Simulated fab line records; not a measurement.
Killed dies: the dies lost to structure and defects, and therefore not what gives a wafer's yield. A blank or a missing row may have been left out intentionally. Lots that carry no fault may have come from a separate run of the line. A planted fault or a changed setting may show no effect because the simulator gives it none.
Matching of chambers + flow gf180mcu + GF_STI_CVD_23 on hdpcvd-02 has 3 sister chambers
The step deposits SiO2, target thk 650 nm, time 108.3 s. 6 wafers are shown with their chamber, then 8 later ones without.

## WAFERS PAIRED WITH THEIR CHAMBERS
| wafer  | chamber | pressure mtorr (mTorr) |
|--------|---------|------------------------|
| L303.5 | 0       | 6.018                  |
| L304.3 | 1       | 5.998                  |
| L305.3 | 2       | 5.994                  |
| L305.5 | 1       | 6.006                  |
| L305.6 | 0       | 5.997                  |
| L307.1 | 2       | 5.998                  |

## WAFERS MISSING THEIR CHAMBER
| wafer  | pressure mtorr (mTorr) |
|--------|------------------------|
| L307.3 | 5.989                  |
| L307.5 | 5.990                  |
| L310.4 | 6.000                  |
| L311.1 | 6.008                  |
| L311.4 | 5.996                  |
| L311.6 | 5.993                  |
| L313.2 | 5.983                  |
| L313.3 | 5.995                  |

## WHICH CHAMBER EACH ONE RAN IN
| wafer  | from the rows above          | in truth |
|--------|------------------------------|----------|
| L307.3 | can't be placed: 2 or 1 or 0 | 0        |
| L307.5 | can't be placed: 2 or 1 or 0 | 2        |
| L310.4 | can't be placed: 1 or 2 or 0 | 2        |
| L311.1 | can't be placed: 0 or 1 or 2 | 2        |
| L311.4 | can't be placed: 2 or 1 or 0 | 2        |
| L311.6 | can't be placed: 2 or 1 or 0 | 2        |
| L313.2 | can't be placed: 2 or 1 or 0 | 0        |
| L313.3 | can't be placed: 2 or 1 or 0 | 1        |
Placed correctly: 0 of 8. Unplaceable from these rows: 8, with the true chamber sitting among the candidates in 8. Number placed wrongly: 0.
How it was worked out, from the rows above alone: a wafer's distance from a chamber is the root of the sum, over the readings, of the square of ((its reading less the chamber's mean) divided by the reading's scatter). The wafer belongs to the nearest chamber; if the next one is less than 2 further off, it can't be placed. For every chamber, the mean is computed from those of its wafers that are shown. The scatter: take each reading less its chamber's mean, square it, sum over the shown wafers, divide by the number of wafers less the number of chambers, and take the root.
